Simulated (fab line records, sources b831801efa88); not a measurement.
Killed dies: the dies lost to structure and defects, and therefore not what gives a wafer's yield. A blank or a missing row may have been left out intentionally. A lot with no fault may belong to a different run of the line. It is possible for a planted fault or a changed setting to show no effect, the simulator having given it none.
Comparing a struck lot with a sound one + flow sky130 + 22 out of 708 route steps
Sound: the wafers L907.2, L907.4, L907.6. Struck: wafer L923.6 (left out: L923.1, L923.3 of the same lot, which were not struck); the cause appears at the end.
For every step that has rows: the tool of each side, followed by ch and its chambers, followed by its first start. Under that, the readings that differ: sound wafers + struck wafers + difference of the means + sigmas: that difference in standard deviations of wafers without a fault.
alike: a reading whose means differ by less than 2 such deviations, as well as words and numbers matching on both sides. not compared: withheld readings; readings where some wafer has no value; bounds like >300 that might hide an equal value; numbers whose values overlap and for which the record gives no deviation.
A row with sigmas, a row that says differs or no value, or rows on one side alone: a step with any of these is where the two part. Numbers that have no deviation but don't overlap get no sigmas and don't part them. A reading missing from all wafers of one side parts the sides only when that side holds two or more wafers.

first, 1 step without rows for these wafers: SKY_CAPM_DEVELOP_11 (develop time 60 s).
SKY_CAPM_OVL_MEAS_12:
  struck on overlay-02, day 42 15:38; sound on overlay-02, day 37 20:42
  alike: CAPM_OVL
SKY_CAPM_METAL_ETCH_13: etches TiN in Cl2/BCl3, stops on SiO2, target depth 220 nm, time 62.9 s.
  sound on rie metal-01 ch 0,1, day 37 20:44; struck on rie metal-04 ch 0, day 42 15:40
| reading                     | sound       | struck | difference | sigmas |
|-----------------------------|-------------|--------|------------|--------|
| drypump motor current A (A) | 5.4 5.4 5.4 | 6.7    | +1.3       | +3     |
  alike: bias w, oes product au, throttle valve pct
  not compared: rf hours counter h
SKY_CAPM_STRIP_14: strips in O2/N2.
  sound on plasma asher-04 ch 0,1, day 37 20:49; struck on plasma asher-04 ch 0, day 42 15:45
  alike: drypump motor current A, oes product au, strip time to endpoint s
  not compared: rf hours counter h
then, 8 steps without rows for these wafers: SKY_CAPM_STRIP_15 (strips in post etch residue remover, time 1200 s); SKY_CAPM_CLEAN_16 (cleans in IPA, time 180 s); SKY_CAPM_CLEAN_17 (cleans in O3/DIW); SKY_METAL3_DEHYDRATE_05 (time 60 s); SKY_METAL3_HMDS_06 (prime time 60 s); SKY_METAL3_COAT_07 (resist thk 60 nm); SKY_METAL3_COAT_08 (resist thk 1140 nm); SKY_METAL3_SOFTBAKE_09 (time 90 s).
SKY_METAL3_EXPOSE_10: exposes mask MM3, target cd 300 nm.
  sound on krf scanner-01 ch 0, day 38 10:28; struck on krf scanner-01 ch 0, day 43 04:02
  alike: mask, reticle temp C
then, 2 steps without rows for these wafers: SKY_METAL3_PEB_11; SKY_METAL3_DEVELOP_12 (develop time 60 s).
SKY_METAL3_CD_MEAS_13: the cd target is 300 nm.
  struck on cd sem-02, day 43 15:44; sound on cd sem-01, day 38 22:28
| reading    | sound             | struck | difference | sigmas |
|------------|-------------------|--------|------------|--------|
| cd nm (nm) | 300.2 299.4 300.9 | 243.9  | -56.3      | -40    |
SKY_METAL3_OVL_MEAS_14:
  struck on overlay-02, day 43 15:52; sound on overlay-01, day 38 22:35
  alike: METAL3_OVL
SKY_METAL3_DESCUM_15: chemistry O2, time 8 s.
  sound on rie metal-01 ch 0,1, day 38 22:37; struck on rie metal-01 ch 1, day 43 15:53
| reading                 | sound             | struck | difference | sigmas |
|-------------------------|-------------------|--------|------------|--------|
| model.METAL3.cd nm (nm) | 299.7 299.2 300.6 | 243.8  | -56.0      |        |
  alike: drypump motor current A, oes product au
  not compared: rf hours counter h
SKY_METAL3_ETCH_16: etches BARC in N2/H2, stops on SiO2, time 88.2 s, target depth 60 nm.
  sound on rie metal-01 ch 0,1, day 38 22:38; struck on rie metal-01 ch 1, day 43 15:55
  alike: bias w, drypump motor current A, oes product au, throttle valve pct
  not compared: rf hours counter h
SKY_METAL3_ETCH_17: etches SiO2 in C4F8/O2/Ar, stops on TiN, time 3.9 s, target depth 15 nm.
  sound on rie diel-03 ch 0,1, day 38 22:44; struck on rie diel-03 ch 1, day 43 16:01
  alike: bias w, oes product au
  not compared: rf hours counter h
SKY_METAL3_METAL_ETCH_18: etches the open film in Cl2/BCl3, stops on SiO2, target depth 845 nm, time 183.1 s.
  sound on rie metal-03 ch 0, day 38 22:46; struck on rie metal-04 ch 1, day 43 16:02
| reading                 | sound           | struck | difference | sigmas |
|-------------------------|-----------------|--------|------------|--------|
| model.METAL3.cd nm (nm) | 302.4 303.3 304 | 233.2  | -70.0      |        |
  alike: bias w, drypump motor current A, oes product au, throttle valve pct
  not compared: rf hours counter h
SKY_METAL3_STRIP_19: strips in O2/N2.
  sound on plasma asher-03 ch 1, day 38 22:56; struck on plasma asher-03 ch 1, day 43 16:13
  alike: drypump motor current A, oes product au, strip time to endpoint s
  not compared: rf hours counter h

== WHERE THEY PART ==
Last at SKY_METAL3_CD_MEAS_13 as far as this record goes, first at SKY_CAPM_METAL_ETCH_13. Later steps at which nothing parts them and some readings are alike: SKY_METAL3_OVL_MEAS_14, SKY_METAL3_DESCUM_15, SKY_METAL3_ETCH_16, SKY_METAL3_ETCH_17, SKY_METAL3_METAL_ETCH_18, SKY_METAL3_STRIP_19.

WHY: what the simulator had put in
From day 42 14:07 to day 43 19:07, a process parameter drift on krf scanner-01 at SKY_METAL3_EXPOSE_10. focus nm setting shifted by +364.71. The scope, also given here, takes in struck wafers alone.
